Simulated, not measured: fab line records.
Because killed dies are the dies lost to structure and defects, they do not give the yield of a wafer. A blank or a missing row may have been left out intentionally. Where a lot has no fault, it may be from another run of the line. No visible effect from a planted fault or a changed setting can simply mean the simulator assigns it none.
Problem report in the 8D (eight disciplines) form, filled by code + flow sky130 + the parts of the form that need people (team, actions taken, sign-off) are left out

1. THE ISSUE
Wafers without a fault read 3.16 s, standard deviation 0.035; strip_time_to_endpoint_s at SKY_POLY_GATE_STRIP_18 reads a mean of 3.41 s on 3 wafers belonging to 2 lots. Relative to the usual mean, that is a shift of +7.1 standard deviations.
The step: strips in O2/N2.
The first sign was on wafer L313.4 at day 18 23:01, on plasma_asher-03. The record has a number at this step for 18 wafers belonging to 6 lots. Rule for "out" (also "out of limits"): further than 4 standard deviations from the usual mean. Any other wafer with a number is counted as sound.

2. WHAT IT IS, WHAT IT ISN'T
| question                    | is                               | is not                                                                                     |
|-----------------------------|----------------------------------|--------------------------------------------------------------------------------------------|
| which readings at this step | strip_time_to_endpoint_s         | chamber_pressure_mTorr, drypump_motor_current_A                                            |
| which lots                  | L313, L314                       | L318, L319, L321, L322                                                                     |
| which wafers of those lots  | L313.4, L313.5, L314.1           | L313.2, L314.4, L314.5                                                                     |
| read on which tools         | plasma_asher-01, plasma_asher-03 | plasma_asher-04                                                                            |
| when                        | from day 18 23:01                | up to then (1 sound wafer); but 14 sound wafers of L314, L318, L319, L321, L322 came after |

3. WHAT RULES OUT EACH SUSPECT
Counting: if a tool at a process step up to the reading ran every lot that is out, it stays a suspect. Sound lots after the first of them don't rule it out here, since some wafers of a struck lot are sound.
- rie_diel-03 at SKY_POLY_GATE_ETCH_15 (etches BARC in N2/H2, stops on SiO2, time 118.5 s, target depth 110 nm): kept. It ran every lot that is out, first L313 (day 18 22:46).
- rie_diel-03 at SKY_POLY_GATE_ETCH_16 (etches Si3N4 in CH3F/O2, stops on poly-Si, time 147.5 s, target depth 75 nm): kept. It ran every lot that is out, first L313 (day 18 22:51).
- rie_si-01 at SKY_POLY_GATE_ETCH_17 (etches poly-Si in HBr/Cl2, stops on SiO2, target depth 180 nm, time 70.5 s): kept. It ran every lot that is out, first L313 (day 18 22:57).
- Within rie_diel-03 at SKY_POLY_GATE_ETCH_15: the wafers that are out ran in chambers 0, 2; their sound lot-mates ran in chambers 1, 3.
- Within rie_diel-03 at SKY_POLY_GATE_ETCH_16: the wafers that are out ran in chambers 0, 2; their sound lot-mates ran in chambers 1, 3.
- At SKY_POLY_GATE_ETCH_17, inside rie_si-01: chamber 2 took the wafers that are out, while their sound lot-mates went through chambers 0, 3.
rie_diel-03 at SKY_POLY_GATE_ETCH_15, rie_diel-03 at SKY_POLY_GATE_ETCH_16 and rie_si-01 at SKY_POLY_GATE_ETCH_17 are what is left after counting.

4. THE CAUSE (what the simulator had put in)
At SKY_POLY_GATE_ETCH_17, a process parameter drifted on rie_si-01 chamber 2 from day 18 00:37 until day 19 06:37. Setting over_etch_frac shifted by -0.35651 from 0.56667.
After counting, 3 suspects remain, this tool included.

5. SEQUENCE OF EFFECTS, ordered by route
Each row: a reading whose mean over the struck wafers that have a number lies more than 3 standard deviations from the usual. Readings are gone through only where the record gives a usual standard deviation; hours: the median, over the lots, of the time from a lot's start at the first step in this table giving one to that lot's start at this step; sigmas: the change measured in usual standard deviations.
| hours | step                   | reading                  | usual  | on struck wafers | change | sigmas |
|-------|------------------------|--------------------------|--------|------------------|--------|--------|
| 0     | SKY_POLY_GATE_STRIP_18 | strip_time_to_endpoint_s | 3.16 s | 3.41             | +0.25  | +7.1   |
The process steps in it:
- SKY_POLY_GATE_STRIP_18: strips in O2/N2.

6. HOW IT WOULD HAVE BEEN CAUGHT EARLIER
In this record the first reading out of limits was taken at day 18 23:01, 22 hours after the fault began at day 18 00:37.
No tool reading at SKY_POLY_GATE_ETCH_17 that has a usual standard deviation in the record was out on any struck wafer, so an alarm limit of 4 standard deviations on those readings would not have fired.
L314, from the lots that are out (2), started SKY_POLY_GATE_ETCH_17 on rie_si-01 later than day 18 23:01. Had the tool been put on hold then, it would have been spared.
